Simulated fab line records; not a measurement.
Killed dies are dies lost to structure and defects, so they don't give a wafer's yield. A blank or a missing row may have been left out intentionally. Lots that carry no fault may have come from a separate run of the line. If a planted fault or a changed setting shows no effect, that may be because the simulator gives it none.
Which of the tools did it? / flow sky130 / 11 lots, 33 wafers sampled, at 3 steps of a route of 708

## WHAT EACH GAUGE READ, for each wafer
SKY_POLY_CUT_OVL_MEAS_09.
lot=L506; measured=day 24 07:37; on=overlay-01; POLY_CUT_OVL (nm)=-7 -12 -5
lot=L508; measured=day 25 06:26; on=overlay-02; POLY_CUT_OVL (nm)=-5 -6 -8
lot=L509; measured=day 25 13:56; on=overlay-01; POLY_CUT_OVL (nm)=4 1 -7
lot=L512; measured=day 26 09:26; on=overlay-02; POLY_CUT_OVL (nm)=1 1 5
lot=L511; measured=day 26 10:58; on=overlay-01; POLY_CUT_OVL (nm)=-3 -10 -4
lot=L513; measured=day 26 21:02; on=overlay-01; POLY_CUT_OVL (nm)=-8 -11 -3
lot=L515; measured=day 27 19:31; on=overlay-01; POLY_CUT_OVL (nm)=6 6 6
lot=L523; measured=day 30 12:29; on=overlay-01; POLY_CUT_OVL (nm)=2 -4 -6
lot=L525; measured=day 30 20:35; on=overlay-01; POLY_CUT_OVL (nm)=-5 -7 -6
lot=L527; measured=day 31 13:04; on=overlay-01; POLY_CUT_OVL (nm)=0 0 -1
lot=L528; measured=day 31 19:29; on=overlay-01; POLY_CUT_OVL (nm)=-3 -8 -7

SKY_SD_N_RS_MEAS_18: measurement is done with a four-point probe.
lot=L506; measured=day 28 00:08; on=film_metro-02; RES_XHIGH_RS (ohm/sq)=334.8 335.3 333.5
lot=L508; measured=day 28 21:58; on=film_metro-02; RES_XHIGH_RS (ohm/sq)=331.7 331.9 333.2
lot=L509; measured=day 29 04:16; on=film_metro-02; RES_XHIGH_RS (ohm/sq)=336.3 336.5 336.7
lot=L512; measured=day 30 00:34; on=film_metro-03; RES_XHIGH_RS (ohm/sq)=334.4 333.6 334.5
lot=L511; measured=day 30 01:26; on=film_metro-01; RES_XHIGH_RS (ohm/sq)=335.7 335.7 335.6
lot=L513; measured=day 30 11:35; on=film_metro-01; RES_XHIGH_RS (ohm/sq)=333.5 334.9 334.2
lot=L515; measured=day 31 09:11; on=film_metro-03; RES_XHIGH_RS (ohm/sq)=333.9 331.8 333.3
lot=L523; measured=day 33 22:58; on=film_metro-01; RES_XHIGH_RS (ohm/sq)=333.5 332.8 333.6
lot=L525; measured=day 34 05:44; on=film_metro-03; RES_XHIGH_RS (ohm/sq)=330.4 331.1 330.5
lot=L527; measured=day 34 23:17; on=film_metro-01; RES_XHIGH_RS (ohm/sq)=332.7 331.9 333.1
lot=L528; measured=day 35 04:58; on=film_metro-01; RES_XHIGH_RS (ohm/sq)=334.5 334.1 334.0

## WHICH TOOL RAN EACH LOT (tool, then ch and the chambers of the sampled wafers, then the start)
lot=L506; SKY_POLY_CUT_ETCH_10=rie_diel-02 ch 0,1,2, day 24 07:38
lot=L508; SKY_POLY_CUT_ETCH_10=rie_diel-04 ch 0,2, day 25 06:28
lot=L509; SKY_POLY_CUT_ETCH_10=rie_diel-03 ch 0,2,3, day 25 13:58
lot=L512; SKY_POLY_CUT_ETCH_10=rie_diel-03 ch 0,1,2, day 26 09:28
lot=L511; SKY_POLY_CUT_ETCH_10=rie_diel-03 ch 0,2,3, day 26 10:59
lot=L513; SKY_POLY_CUT_ETCH_10=rie_diel-03 ch 1,2, day 26 21:04
lot=L515; SKY_POLY_CUT_ETCH_10=rie_diel-04 ch 0,1,2, day 27 19:34
lot=L523; SKY_POLY_CUT_ETCH_10=rie_diel-03 ch 0,1,2, day 30 12:31
lot=L525; SKY_POLY_CUT_ETCH_10=rie_diel-03 ch 1,2,3, day 30 20:37
lot=L527; SKY_POLY_CUT_ETCH_10=rie_diel-04 ch 1,3, day 31 13:05
lot=L528; SKY_POLY_CUT_ETCH_10=rie_diel-02 ch 0,1,3, day 31 19:31
- SKY_POLY_CUT_ETCH_10: etches BARC in N2/H2, stops on SiO2, time 45.9 s, target depth 60 nm.

## WHAT THE TOOLS THEMSELVES READ (means of the sampled wafers that have a number; where no wafer has one, the mark that the record gives instead)
SKY_POLY_CUT_ETCH_10.
lot=L506; tool=rie_diel-02; drypump_motor_current_A (A)=5.9; oes_product_au (a.u.)=0.854; throttle_valve_pct (%)=13.232
lot=L508; tool=rie_diel-04; drypump_motor_current_A (A)=5.9; oes_product_au (a.u.)=0.858; throttle_valve_pct (%)=13.223
lot=L509; tool=rie_diel-03; drypump_motor_current_A (A)=5.8; oes_product_au (a.u.)=0.852; throttle_valve_pct (%)=13.226
lot=L512; tool=rie_diel-03; drypump_motor_current_A (A)=5.2; oes_product_au (a.u.)=0.850; throttle_valve_pct (%)=13.227
lot=L511; tool=rie_diel-03; drypump_motor_current_A (A)=5.8; oes_product_au (a.u.)=0.853; throttle_valve_pct (%)=13.227
lot=L513; tool=rie_diel-03; drypump_motor_current_A (A)=5.1; oes_product_au (a.u.)=0.855; throttle_valve_pct (%)=13.231
lot=L515; tool=rie_diel-04; drypump_motor_current_A (A)=5.7; oes_product_au (a.u.)=0.859; throttle_valve_pct (%)=13.218
lot=L523; tool=rie_diel-03; drypump_motor_current_A (A)=5.2; oes_product_au (a.u.)=0.857; throttle_valve_pct (%)=13.233
lot=L525; tool=rie_diel-03; drypump_motor_current_A (A)=5.6; oes_product_au (a.u.)=0.859; throttle_valve_pct (%)=13.226
lot=L527; tool=rie_diel-04; drypump_motor_current_A (A)=5.4; oes_product_au (a.u.)=0.854; throttle_valve_pct (%)=13.235
lot=L528; tool=rie_diel-02; drypump_motor_current_A (A)=5.9; oes_product_au (a.u.)=0.853; throttle_valve_pct (%)=13.222

## THE ANSWER, worked out from the rows above alone
Rule: usual is defined by the lots themselves. The widest of any qualifying gaps counts: lots, ordered by their means at a reading, are off when they make up no more than a third of the lots, leave a main group of 4 or more, and stand apart from it by 3 or more times the standard deviation of that group's means. If all means in a main group match to the digits the tables above print for the reading, that group is not used. Also off: a lot with no number at a reading for which 4 or more lots have one. All remaining lots with rows at the step are treated as sound. After the gauges, taken in route order, come the tools' own readings; for these a lot's mean is taken, as printed above. At the first step where some lot is off, the reading lying furthest off is the one used; lots without a number count as furthest.
Across all readings shown, no lot is off: no conclusion can be drawn from this.

## WHAT WAS PUT IN BY THE SIMULATOR
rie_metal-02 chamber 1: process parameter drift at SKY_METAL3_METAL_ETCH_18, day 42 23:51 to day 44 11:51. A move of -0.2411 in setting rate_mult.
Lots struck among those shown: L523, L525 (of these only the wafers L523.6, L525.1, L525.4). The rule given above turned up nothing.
